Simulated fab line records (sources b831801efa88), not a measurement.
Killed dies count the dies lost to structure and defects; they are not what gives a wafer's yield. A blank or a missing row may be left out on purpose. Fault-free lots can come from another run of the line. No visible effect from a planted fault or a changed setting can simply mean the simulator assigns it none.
fab line records :: flow gf180mcu
record:
  lots: 6
  wafers: 18
  last-day: 34
route steps=602 shown POLY_GATE@173 HV_LDD@176
lots untouched by any fault: they come from a run of this same line in which no faults occurred
start-h: the number of hours between the record's first day and the start of the first shown wafer of the lot :: wait-h: hours from the lot's prior step to this one :: " identical to the entry in the row above :: L1.1+2: a single row standing in for several wafers :: - either no value or no given start :: * or withheld: withheld :: < > ~ a bound
route shown NAME@n: NAME is a module with steps in the file, n the number in the route of the first one :: usual: mean/standard deviation of fault-free wafers :: same: alike in all rows :: chamber/n: place in a boat :: sites: each site's reading :: _std_site: the standard deviation of these :: _edge_site: inner sites' mean taken away from outer sites' mean :: radius-mm: for every site, how far away it sits from the centre of the wafer :: mask NAME#n: copy n :: behind: the last tool/chamber to shape the wafer :: hold: cause of the lot's hold/its duration in hours/its outcome :: device: which transistor (n, p or np) failed to switch :: end of line: the route-end tests of the same wafers :: for a step that has no rows: nothing shown but its recipe :: killed: the dies lost at the first sort to structure and to defects; this is not the yield of the wafer :: map: dies across one wafer; x = killed, . = not, _ = none there
set.NAME: the setting the step ran with; set.NAME@STEP: the setting that earlier step ran with :: model.NAME: the simulator's own value behind a step, which no gauge read
lots at selected steps of the route; one table per step, one row per wafer
services: a tool's chamber out of use, with start hour (start-h, from the record's first day; less than 0 if before it), hours out, and reason
== steps ==
step: GF_POLY_GATE_OXIDATION_16
recipe:
  temp-c: 850
  ambient: O2
  stabilise-s: 600
  purge-s: 300
  target-thk-a: 40
  ox-time-s: 899
step: GF_POLY_GATE_THK_MEAS_17
recipe:
  reads: SiO2_of_POLY_GATE_OXIDATION_16
usual:
  POLY_GATE_OXIDATION_THK: 3.99/0.08
lot.wafer: L740.1
tool: film-metro-01
chamber: -
start-h: 285.35
wait-h: 0.0
POLY_GATE_OXIDATION_THK[nm]: 3.95

lot.wafer: L740.3
tool: film-metro-01
chamber: -
start-h: 285.35
wait-h: 0.0
POLY_GATE_OXIDATION_THK[nm]: 4.03

lot.wafer: L740.6
tool: film-metro-01
chamber: -
start-h: 285.35
wait-h: 0.0
POLY_GATE_OXIDATION_THK[nm]: 3.93

lot.wafer: L741.1
tool: film-metro-01
chamber: -
start-h: 298.26
wait-h: 0.0
POLY_GATE_OXIDATION_THK[nm]: 3.90

lot.wafer: L741.2
tool: film-metro-01
chamber: -
start-h: 298.26
wait-h: 0.0
POLY_GATE_OXIDATION_THK[nm]: 3.92

lot.wafer: L741.6
tool: film-metro-01
chamber: -
start-h: 298.26
wait-h: 0.0
POLY_GATE_OXIDATION_THK[nm]: 3.91

lot.wafer: L743.2
tool: film-metro-01
chamber: -
start-h: 305.00
wait-h: 0.0
POLY_GATE_OXIDATION_THK[nm]: 3.99

lot.wafer: L743.3
tool: film-metro-01
chamber: -
start-h: 305.00
wait-h: 0.0
POLY_GATE_OXIDATION_THK[nm]: 3.92

lot.wafer: L743.5
tool: film-metro-01
chamber: -
start-h: 305.00
wait-h: 0.0
POLY_GATE_OXIDATION_THK[nm]: 3.99

lot.wafer: L744.2
tool: film-metro-01
chamber: -
start-h: 311.81
wait-h: 0.0
POLY_GATE_OXIDATION_THK[nm]: 3.95

lot.wafer: L744.5
tool: film-metro-01
chamber: -
start-h: 311.81
wait-h: 0.0
POLY_GATE_OXIDATION_THK[nm]: 3.98

lot.wafer: L744.6
tool: film-metro-01
chamber: -
start-h: 311.81
wait-h: 0.0
POLY_GATE_OXIDATION_THK[nm]: 4.04

lot.wafer: L745.1
tool: film-metro-01
chamber: -
start-h: 320.03
wait-h: 0.0
POLY_GATE_OXIDATION_THK[nm]: 3.92

lot.wafer: L745.4
tool: film-metro-01
chamber: -
start-h: 320.03
wait-h: 0.0
POLY_GATE_OXIDATION_THK[nm]: 3.88

lot.wafer: L745.6
tool: film-metro-01
chamber: -
start-h: 320.03
wait-h: 0.0
POLY_GATE_OXIDATION_THK[nm]: 3.98

lot.wafer: L752.3
tool: film-metro-04
chamber: -
start-h: 368.74
wait-h: 0.0
POLY_GATE_OXIDATION_THK[nm]: 3.95

lot.wafer: L752.4
tool: film-metro-04
chamber: -
start-h: 368.74
wait-h: 0.0
POLY_GATE_OXIDATION_THK[nm]: 3.94

lot.wafer: L752.5
tool: film-metro-04
chamber: -
start-h: 368.74
wait-h: 0.0
POLY_GATE_OXIDATION_THK[nm]: 4.03
step: GF_POLY_GATE_CD_MEAS_18
usual:
  cd-nm: 280.5/1.8
lot.wafer: L740.1
tool: cd-sem-01
chamber: -
start-h: 285.41
wait-h: 0.1
cd-nm: 279.3

lot.wafer: L740.3
tool: cd-sem-01
chamber: -
start-h: 285.41
wait-h: 0.1
cd-nm: 280.6

lot.wafer: L740.6
tool: cd-sem-01
chamber: -
start-h: 285.41
wait-h: 0.1
cd-nm: 283.2

lot.wafer: L741.1
tool: cd-sem-02
chamber: -
start-h: 298.32
wait-h: 0.1
cd-nm: 281.4

lot.wafer: L741.2
tool: cd-sem-02
chamber: -
start-h: 298.32
wait-h: 0.1
cd-nm: 278.1

lot.wafer: L741.6
tool: cd-sem-02
chamber: -
start-h: 298.32
wait-h: 0.1
cd-nm: 279.1

lot.wafer: L743.2
tool: cd-sem-01
chamber: -
start-h: 305.08
wait-h: 0.1
cd-nm: 280.5

lot.wafer: L743.3
tool: cd-sem-01
chamber: -
start-h: 305.08
wait-h: 0.1
cd-nm: 277.7

lot.wafer: L743.5
tool: cd-sem-01
chamber: -
start-h: 305.08
wait-h: 0.1
cd-nm: 279.3

lot.wafer: L744.2
tool: cd-sem-01
chamber: -
start-h: 311.89
wait-h: 0.1
cd-nm: 278.3

lot.wafer: L744.5
tool: cd-sem-01
chamber: -
start-h: 311.89
wait-h: 0.1
cd-nm: 281.9

lot.wafer: L744.6
tool: cd-sem-01
chamber: -
start-h: 311.89
wait-h: 0.1
cd-nm: 279.8

lot.wafer: L745.1
tool: cd-sem-02
chamber: -
start-h: 320.09
wait-h: 0.1
cd-nm: 280.2

lot.wafer: L745.4
tool: cd-sem-02
chamber: -
start-h: 320.09
wait-h: 0.1
cd-nm: 276.2

lot.wafer: L745.6
tool: cd-sem-02
chamber: -
start-h: 320.09
wait-h: 0.1
cd-nm: 280.7

lot.wafer: L752.3
tool: cd-sem-01
chamber: -
start-h: 368.84
wait-h: 0.1
cd-nm: 281.9

lot.wafer: L752.4
tool: cd-sem-01
chamber: -
start-h: 368.84
wait-h: 0.1
cd-nm: 279.9

lot.wafer: L752.5
tool: cd-sem-01
chamber: -
start-h: 368.84
wait-h: 0.1
cd-nm: 279.7
step: GF_HV_LDD_DEHYDRATE_00
recipe:
  temp-c: 200
  time-s: 60
step: GF_HV_LDD_HMDS_01
recipe:
  prime-time-s: 60
  prime-temp-c: 120
step: GF_HV_LDD_COAT_02
recipe:
  resist: NOVOLAK
  spin-rpm: 3000
  resist-thk-nm: 1000
step: GF_HV_LDD_SOFTBAKE_03
recipe:
  temp-c: 90
  time-s: 60
  resist: NOVOLAK
step: GF_HV_LDD_EXPOSE_04
recipe:
  mask-id: Nplus_LV_AREA
  target-cd-nm: 400
  na: 0.6
  source-shape: conventional
  sigma-outer: 0.6
  dose-mj: 140
step: GF_HV_LDD_PEB_05
recipe:
  temp-c: withheld
  time-s: *
  resist: NOVOLAK
step: GF_HV_LDD_DEVELOP_06
recipe:
  develop-time-s: 60
  dev-temp-c: 23
step: GF_HV_LDD_CD_MEAS_07
recipe:
  target-cd-nm: 400
usual:
  cd-nm: 400.5/2.1
lot.wafer: L740.1
tool: cd-sem-02
chamber: -
start-h: 306.01
wait-h: 0.1
cd-nm: 404.0

lot.wafer: L740.3
tool: cd-sem-02
chamber: -
start-h: 306.01
wait-h: 0.1
cd-nm: 403.0

lot.wafer: L740.6
tool: cd-sem-02
chamber: -
start-h: 306.01
wait-h: 0.1
cd-nm: 402.9

lot.wafer: L741.1
tool: cd-sem-01
chamber: -
start-h: 318.75
wait-h: 0.1
cd-nm: 400.1

lot.wafer: L741.2
tool: cd-sem-01
chamber: -
start-h: 318.75
wait-h: 0.1
cd-nm: 400.5

lot.wafer: L741.6
tool: cd-sem-01
chamber: -
start-h: 318.75
wait-h: 0.1
cd-nm: 401.3

lot.wafer: L743.2
tool: cd-sem-01
chamber: -
start-h: 325.82
wait-h: 0.1
cd-nm: 399.8

lot.wafer: L743.3
tool: cd-sem-01
chamber: -
start-h: 325.82
wait-h: 0.1
cd-nm: 398.3

lot.wafer: L743.5
tool: cd-sem-01
chamber: -
start-h: 325.82
wait-h: 0.1
cd-nm: 400.1

lot.wafer: L744.2
tool: cd-sem-02
chamber: -
start-h: 332.57
wait-h: 0.1
cd-nm: 395.8

lot.wafer: L744.5
tool: cd-sem-02
chamber: -
start-h: 332.57
wait-h: 0.1
cd-nm: 398.4

lot.wafer: L744.6
tool: cd-sem-02
chamber: -
start-h: 332.57
wait-h: 0.1
cd-nm: 400.5

lot.wafer: L745.1
tool: cd-sem-02
chamber: -
start-h: 341.51
wait-h: 0.1
cd-nm: 403.6

lot.wafer: L745.4
tool: cd-sem-02
chamber: -
start-h: 341.51
wait-h: 0.1
cd-nm: 403.8

lot.wafer: L745.6
tool: cd-sem-02
chamber: -
start-h: 341.51
wait-h: 0.1
cd-nm: 402.8

lot.wafer: L752.3
tool: cd-sem-02
chamber: -
start-h: 391.23
wait-h: 0.1
cd-nm: 400.1

lot.wafer: L752.4
tool: cd-sem-02
chamber: -
start-h: 391.23
wait-h: 0.1
cd-nm: 401.6

lot.wafer: L752.5
tool: cd-sem-02
chamber: -
start-h: 391.23
wait-h: 0.1
cd-nm: 399.5
step: GF_HV_LDD_OVL_MEAS_08
usual:
  HV_LDD_OVL: -0.8/1.6
lot.wafer: L740.1
tool: overlay-01
chamber: -
start-h: 306.13
wait-h: 0.1
HV_LDD_OVL[nm]: -3.4

lot.wafer: L740.3
tool: overlay-01
chamber: -
start-h: 306.13
wait-h: 0.1
HV_LDD_OVL[nm]: -3.4

lot.wafer: L740.6
tool: overlay-01
chamber: -
start-h: 306.13
wait-h: 0.1
HV_LDD_OVL[nm]: -4.4

lot.wafer: L741.1
tool: overlay-02
chamber: -
start-h: 318.87
wait-h: 0.1
HV_LDD_OVL[nm]: -3.5

lot.wafer: L741.2
tool: overlay-02
chamber: -
start-h: 318.87
wait-h: 0.1
HV_LDD_OVL[nm]: -1.4

lot.wafer: L741.6
tool: overlay-02
chamber: -
start-h: 318.87
wait-h: 0.1
HV_LDD_OVL[nm]: -2.6

lot.wafer: L743.2
tool: overlay-01
chamber: -
start-h: 325.93
wait-h: 0.1
HV_LDD_OVL[nm]: 2.2

lot.wafer: L743.3
tool: overlay-01
chamber: -
start-h: 325.93
wait-h: 0.1
HV_LDD_OVL[nm]: 1.6

lot.wafer: L743.5
tool: overlay-01
chamber: -
start-h: 325.93
wait-h: 0.1
HV_LDD_OVL[nm]: 2.0

lot.wafer: L744.2
tool: overlay-01
chamber: -
start-h: 332.68
wait-h: 0.1
HV_LDD_OVL[nm]: -0.6

lot.wafer: L744.5
tool: overlay-01
chamber: -
start-h: 332.68
wait-h: 0.1
HV_LDD_OVL[nm]: 1.4

lot.wafer: L744.6
tool: overlay-01
chamber: -
start-h: 332.68
wait-h: 0.1
HV_LDD_OVL[nm]: 0.4

lot.wafer: L745.1
tool: overlay-01
chamber: -
start-h: 341.63
wait-h: 0.1
HV_LDD_OVL[nm]: -1.2

lot.wafer: L745.4
tool: overlay-01
chamber: -
start-h: 341.63
wait-h: 0.1
HV_LDD_OVL[nm]: -1.9

lot.wafer: L745.6
tool: overlay-01
chamber: -
start-h: 341.63
wait-h: 0.1
HV_LDD_OVL[nm]: -1.8

lot.wafer: L752.3
tool: overlay-02
chamber: -
start-h: 391.32
wait-h: 0.1
HV_LDD_OVL[nm]: -0.6

lot.wafer: L752.4
tool: overlay-02
chamber: -
start-h: 391.32
wait-h: 0.1
HV_LDD_OVL[nm]: -1.0

lot.wafer: L752.5
tool: overlay-02
chamber: -
start-h: 391.32
wait-h: 0.1
HV_LDD_OVL[nm]: -0.6
step: GF_HV_LDD_IMPLANT_09
recipe:
  species: As
  energy-kev: 40
  dose-cm2: 1e+14
  tilt-deg: 7
usual:
  dose-ions-cm2: 9.999e+13/1e+11
  end-station-pressure-torr: 5.47e-06/2.9e-07
  faraday-current-uA: 563/11
lot.wafer: L740.1
tool: implanter-03
chamber: 0
start-h: 306.17
wait-h: 0.0
dose-ions-cm2: 1.0006e+14
end-station-pressure-torr: 5.05e-06
faraday-current-uA: 584

lot.wafer: L740.3
tool: implanter-03
chamber: 0
start-h: 306.17
wait-h: 0.0
dose-ions-cm2: 1.0012e+14
end-station-pressure-torr: 5.25e-06
faraday-current-uA: 579

lot.wafer: L740.6
tool: implanter-03
chamber: 0
start-h: 306.17
wait-h: 0.0
dose-ions-cm2: 1.0014e+14
end-station-pressure-torr: 4.87e-06
faraday-current-uA: 566

lot.wafer: L741.1
tool: implanter-03
chamber: 0
start-h: 318.91
wait-h: 0.0
dose-ions-cm2: 9.995e+13
end-station-pressure-torr: 5.58e-06
faraday-current-uA: 562

lot.wafer: L741.2
tool: implanter-03
chamber: 0
start-h: 318.91
wait-h: 0.0
dose-ions-cm2: 9.989e+13
end-station-pressure-torr: 5.63e-06
faraday-current-uA: 555

lot.wafer: L741.6
tool: implanter-03
chamber: 0
start-h: 318.91
wait-h: 0.0
dose-ions-cm2: 9.997e+13
end-station-pressure-torr: 5.31e-06
faraday-current-uA: 547

lot.wafer: L743.2
tool: implanter-02
chamber: 0
start-h: 325.98
wait-h: 0.0
dose-ions-cm2: 1.0013e+14
end-station-pressure-torr: 5.4e-06
faraday-current-uA: 555

lot.wafer: L743.3
tool: implanter-02
chamber: 0
start-h: 325.98
wait-h: 0.0
dose-ions-cm2: 1.002e+14
end-station-pressure-torr: 5.11e-06
faraday-current-uA: 567

lot.wafer: L743.5
tool: implanter-02
chamber: 0
start-h: 325.98
wait-h: 0.0
dose-ions-cm2: 1.0012e+14
end-station-pressure-torr: 5.21e-06
faraday-current-uA: 570

lot.wafer: L744.2
tool: implanter-03
chamber: 0
start-h: 332.73
wait-h: 0.0
dose-ions-cm2: 9.95e+12
end-station-pressure-torr: 4.91e-06
faraday-current-uA: 58

lot.wafer: L744.5
tool: implanter-03
chamber: 0
start-h: 332.73
wait-h: 0.0
dose-ions-cm2: 9.94e+12
end-station-pressure-torr: 5.12e-06
faraday-current-uA: 56

lot.wafer: L744.6
tool: implanter-03
chamber: 0
start-h: 332.73
wait-h: 0.0
dose-ions-cm2: 1.001e+13
end-station-pressure-torr: 5.24e-06
faraday-current-uA: 55

lot.wafer: L745.1
tool: implanter-03
chamber: 0
start-h: 341.67
wait-h: 0.0
dose-ions-cm2: 1.016e+13
end-station-pressure-torr: 4.71e-06
faraday-current-uA: 57

lot.wafer: L745.4
tool: implanter-03
chamber: 0
start-h: 341.67
wait-h: 0.0
dose-ions-cm2: 9.93e+12
end-station-pressure-torr: 4.85e-06
faraday-current-uA: 56

lot.wafer: L745.6
tool: implanter-03
chamber: 0
start-h: 341.67
wait-h: 0.0
dose-ions-cm2: 9.97e+12
end-station-pressure-torr: 4.57e-06
faraday-current-uA: 57

lot.wafer: L752.3
tool: implanter-04
chamber: 0
start-h: 391.40
wait-h: 0.1
dose-ions-cm2: 1.0008e+14
end-station-pressure-torr: 5.88e-06
faraday-current-uA: 555

lot.wafer: L752.4
tool: implanter-04
chamber: 0
start-h: 391.40
wait-h: 0.1
dose-ions-cm2: 9.99e+13
end-station-pressure-torr: 5.39e-06
faraday-current-uA: 558

lot.wafer: L752.5
tool: implanter-04
chamber: 0
start-h: 391.40
wait-h: 0.1
dose-ions-cm2: 1e+14
end-station-pressure-torr: 5.34e-06
faraday-current-uA: 581
step: GF_HV_LDD_STRIP_10
recipe:
  chemistry: O2/N2
  power-w: 1400
  pressure-mtorr: 1500
  platen-temp-c: 250
  o2-flow-sccm: 3000
  n2-flow-sccm: 300
  overash-fraction: 0.5
usual:
  chamber-pressure-mTorr: 1500.0/1.3
  drypump-motor-current-A: 5.6/0.38
  heater-power-w: 324/55
  n2-flow-sccm: 300.0/0.95
  oes-product-au: 0.715/0.0042
  strip-time-to-endpoint-s: 12.65/0.035
lot.wafer: L740.1
tool: plasma-asher-02
chamber: 0
start-h: 306.32
wait-h: 0.1
chamber-pressure-mTorr: 1497.6
drypump-motor-current-A: 5.9
heater-power-w: 291
n2-flow-sccm: 300.2
oes-product-au: 0.724
rf-hours-counter-h: 64
strip-time-to-endpoint-s: 12.68

lot.wafer: L740.3
tool: plasma-asher-02
chamber: 1
start-h: 306.32
wait-h: 0.1
chamber-pressure-mTorr: 1501.2
drypump-motor-current-A: 6.0
heater-power-w: 292
n2-flow-sccm: 300.6
oes-product-au: 0.717
rf-hours-counter-h: -
strip-time-to-endpoint-s: 12.66

lot.wafer: L740.6
tool: plasma-asher-02
chamber: 1
start-h: 306.32
wait-h: 0.1
chamber-pressure-mTorr: 1499.0
drypump-motor-current-A: 6.0
heater-power-w: 283
n2-flow-sccm: 299.4
oes-product-au: 0.717
rf-hours-counter-h: -
strip-time-to-endpoint-s: 12.65

lot.wafer: L741.1
tool: plasma-asher-01
chamber: 0
start-h: 319.06
wait-h: 0.1
chamber-pressure-mTorr: 1500.7
drypump-motor-current-A: 4.8
heater-power-w: 323
n2-flow-sccm: 300.2
oes-product-au: 0.712
rf-hours-counter-h: 17
strip-time-to-endpoint-s: 12.61

lot.wafer: L741.2
tool: plasma-asher-01
chamber: 1
start-h: 319.06
wait-h: 0.1
chamber-pressure-mTorr: 1500.4
drypump-motor-current-A: 5.7
heater-power-w: 262
n2-flow-sccm: 299.4
oes-product-au: 0.718
rf-hours-counter-h: 17
strip-time-to-endpoint-s: 12.67

lot.wafer: L741.6
tool: plasma-asher-01
chamber: 1
start-h: 319.06
wait-h: 0.1
chamber-pressure-mTorr: 1500.1
drypump-motor-current-A: 5.7
heater-power-w: 261
n2-flow-sccm: 299.6
oes-product-au: 0.712
rf-hours-counter-h: -
strip-time-to-endpoint-s: 12.70

lot.wafer: L743.2
tool: plasma-asher-01
chamber: 0
start-h: 326.11
wait-h: 0.1
chamber-pressure-mTorr: 1498.7
drypump-motor-current-A: 4.8
heater-power-w: 324
n2-flow-sccm: 300.1
oes-product-au: 0.718
rf-hours-counter-h: 18
strip-time-to-endpoint-s: 12.64

lot.wafer: L743.3
tool: plasma-asher-01
chamber: 0
start-h: 326.11
wait-h: 0.1
chamber-pressure-mTorr: 1498.8
drypump-motor-current-A: 4.8
heater-power-w: 316
n2-flow-sccm: 300.5
oes-product-au: 0.717
rf-hours-counter-h: -
strip-time-to-endpoint-s: 12.67

lot.wafer: L743.5
tool: plasma-asher-01
chamber: 1
start-h: 326.11
wait-h: 0.1
chamber-pressure-mTorr: 1502.1
drypump-motor-current-A: 5.7
heater-power-w: 263
n2-flow-sccm: 301.1
oes-product-au: 0.713
rf-hours-counter-h: -
strip-time-to-endpoint-s: 12.66

lot.wafer: L744.2
tool: plasma-asher-02
chamber: 0
start-h: 332.86
wait-h: 0.1
chamber-pressure-mTorr: 1499.4
drypump-motor-current-A: 5.9
heater-power-w: 306
n2-flow-sccm: 300.4
oes-product-au: 0.714
rf-hours-counter-h: 67
strip-time-to-endpoint-s: 12.64

lot.wafer: L744.5
tool: plasma-asher-02
chamber: 0
start-h: 332.86
wait-h: 0.1
chamber-pressure-mTorr: 1499.8
drypump-motor-current-A: 5.8
heater-power-w: 297
n2-flow-sccm: 298.8
oes-product-au: 0.716
rf-hours-counter-h: -
strip-time-to-endpoint-s: 12.67

lot.wafer: L744.6
tool: plasma-asher-02
chamber: 1
start-h: 332.86
wait-h: 0.1
chamber-pressure-mTorr: 1500.7
drypump-motor-current-A: 6.0
heater-power-w: 295
n2-flow-sccm: 299.7
oes-product-au: 0.718
rf-hours-counter-h: -
strip-time-to-endpoint-s: 12.66

lot.wafer: L745.1
tool: plasma-asher-03
chamber: 0
start-h: 341.82
wait-h: 0.1
chamber-pressure-mTorr: 1500.3
drypump-motor-current-A: 5.7
heater-power-w: 437
n2-flow-sccm: 301.5
oes-product-au: 0.711
rf-hours-counter-h: 72
strip-time-to-endpoint-s: 12.56

lot.wafer: L745.4
tool: plasma-asher-03
chamber: 0
start-h: 341.82
wait-h: 0.1
chamber-pressure-mTorr: 1499.4
drypump-motor-current-A: 5.7
heater-power-w: 426
n2-flow-sccm: 299.1
oes-product-au: 0.716
rf-hours-counter-h: -
strip-time-to-endpoint-s: 12.60

lot.wafer: L745.6
tool: plasma-asher-03
chamber: 0
start-h: 341.82
wait-h: 0.1
chamber-pressure-mTorr: 1502.1
drypump-motor-current-A: 5.7
heater-power-w: 438
n2-flow-sccm: 299.2
oes-product-au: 0.720
rf-hours-counter-h: -
strip-time-to-endpoint-s: 12.59

lot.wafer: L752.3
tool: plasma-asher-01
chamber: 1
start-h: 391.53
wait-h: 0.1
chamber-pressure-mTorr: 1502.0
drypump-motor-current-A: 5.7
heater-power-w: 263
n2-flow-sccm: 299.3
oes-product-au: 0.710
rf-hours-counter-h: -
strip-time-to-endpoint-s: 12.68

lot.wafer: L752.4
tool: plasma-asher-01
chamber: 0
start-h: 391.53
wait-h: 0.1
chamber-pressure-mTorr: 1499.4
drypump-motor-current-A: 4.8
heater-power-w: 324
n2-flow-sccm: 300.2
oes-product-au: 0.713
rf-hours-counter-h: -
strip-time-to-endpoint-s: 12.61

lot.wafer: L752.5
tool: plasma-asher-01
chamber: 1
start-h: 391.53
wait-h: 0.1
chamber-pressure-mTorr: 1500.2
drypump-motor-current-A: 5.7
heater-power-w: 269
n2-flow-sccm: 299.4
oes-product-au: 0.722
rf-hours-counter-h: -
strip-time-to-endpoint-s: 12.64
step: GF_HV_LDD_TW_MEAS_11
usual:
  HV_LDD_TW: 2418/16
lot.wafer: L740.1
tool: film-metro-03
chamber: -
start-h: 306.42
wait-h: 0.1
hold: -
HV_LDD_TW: 2413

lot.wafer: L740.3
tool: film-metro-03
chamber: -
start-h: 306.42
wait-h: 0.1
hold: -
HV_LDD_TW: 2425

lot.wafer: L740.6
tool: film-metro-03
chamber: -
start-h: 306.42
wait-h: 0.1
hold: -
HV_LDD_TW: 2412

lot.wafer: L741.1
tool: film-metro-03
chamber: -
start-h: 319.16
wait-h: 0.1
hold: -
HV_LDD_TW: 2418

lot.wafer: L741.2
tool: film-metro-03
chamber: -
start-h: 319.16
wait-h: 0.1
hold: -
HV_LDD_TW: 2409

lot.wafer: L741.6
tool: film-metro-03
chamber: -
start-h: 319.16
wait-h: 0.1
hold: -
HV_LDD_TW: 2408

lot.wafer: L743.2
tool: film-metro-03
chamber: -
start-h: 326.22
wait-h: 0.1
hold: -
HV_LDD_TW: 2408

lot.wafer: L743.3
tool: film-metro-03
chamber: -
start-h: 326.22
wait-h: 0.1
hold: -
HV_LDD_TW: 2397

lot.wafer: L743.5
tool: film-metro-03
chamber: -
start-h: 326.22
wait-h: 0.1
hold: -
HV_LDD_TW: 2397

lot.wafer: L744.2
tool: film-metro-04
chamber: -
start-h: 332.97
wait-h: 0.1
hold: await-dispo/0.2h/release
HV_LDD_TW: 1221

lot.wafer: L744.5
tool: film-metro-04
chamber: -
start-h: 332.97
wait-h: 0.1
hold: await-dispo/0.2h/release
HV_LDD_TW: 1235

lot.wafer: L744.6
tool: film-metro-04
chamber: -
start-h: 332.97
wait-h: 0.1
hold: await-dispo/0.2h/release
HV_LDD_TW: 1221

lot.wafer: L744.2
tool: film-metro-04
chamber: -
start-h: 333.20
wait-h: 0.2
hold: -
HV_LDD_TW: 1223

lot.wafer: L744.5
tool: film-metro-04
chamber: -
start-h: 333.20
wait-h: 0.2
hold: -
HV_LDD_TW: 1229

lot.wafer: L744.6
tool: film-metro-04
chamber: -
start-h: 333.20
wait-h: 0.2
hold: -
HV_LDD_TW: 1215

lot.wafer: L745.1
tool: film-metro-03
chamber: -
start-h: 341.92
wait-h: 0.1
hold: await-dispo/0.2h/release
HV_LDD_TW: 1177

lot.wafer: L745.4
tool: film-metro-03
chamber: -
start-h: 341.92
wait-h: 0.1
hold: await-dispo/0.2h/release
HV_LDD_TW: 1182

lot.wafer: L745.6
tool: film-metro-03
chamber: -
start-h: 341.92
wait-h: 0.1
hold: await-dispo/0.2h/release
HV_LDD_TW: 1174

lot.wafer: L745.1
tool: film-metro-03
chamber: -
start-h: 342.14
wait-h: 0.2
hold: -
HV_LDD_TW: 1174

lot.wafer: L745.4
tool: film-metro-03
chamber: -
start-h: 342.14
wait-h: 0.2
hold: -
HV_LDD_TW: 1182

lot.wafer: L745.6
tool: film-metro-03
chamber: -
start-h: 342.14
wait-h: 0.2
hold: -
HV_LDD_TW: 1172

lot.wafer: L752.3
tool: film-metro-02
chamber: -
start-h: 391.62
wait-h: 0.1
hold: -
HV_LDD_TW: 2412

lot.wafer: L752.4
tool: film-metro-02
chamber: -
start-h: 391.62
wait-h: 0.1
hold: -
HV_LDD_TW: 2415

lot.wafer: L752.5
tool: film-metro-02
chamber: -
start-h: 391.62
wait-h: 0.1
hold: -
HV_LDD_TW: 2397
== services ==
tool: plasma-asher-01
chamber: -
start-h: 286.68
hours: 14.6
kind: pm

tool: plasma-asher-03
chamber: -
start-h: 296.03
hours: 6.9
kind: repair

tool: implanter-04
chamber: -
start-h: 311.92
hours: 10.5
kind: pm

tool: implanter-04
chamber: -
start-h: 351.06
hours: 4.7
kind: repair
== key ==
first-sign:
  step: GF_HV_LDD_IMPLANT_09
  reading: dose-ions-cm2
  direction: down
  sigmas: 99+
  usual: 9.999e+13
  struck: 9.99e+12
effect:
  step: GF_HV_LDD_IMPLANT_09
  reading: faraday-current-uA
  direction: down
  sigmas: 45
  usual: 563
  struck: 56
effect:
  step: GF_HV_LDD_TW_MEAS_11
  reading: visit
  direction: added
effect:
  step: GF_HV_LDD_TW_MEAS_11
  reading: HV_LDD_TW
  direction: down
  sigmas: 76
  usual: 2418
  struck: 1202
met-at GF_HV_LDD_IMPLANT_09
struck-wafers L744.2,L744.5,L744.6,L745.1,L745.4,L745.6
scrapped-behind GF_HV_LDD_TW_MEAS_11 L744.2,L744.5,L744.6,L745.1,L745.4,L745.6
onset-between 318.91 332.73
fault:
  kind: process-parameter-drift
  tool: implanter-03
  chamber: -
  onset-h: 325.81
  steps: GF_HV_LDD_IMPLANT_09
  channel: dose-cm2
  offset: -9e+13
  shape: step
  end-h: 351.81
  acts-in: these-recipes-only
  stated: 1e+14
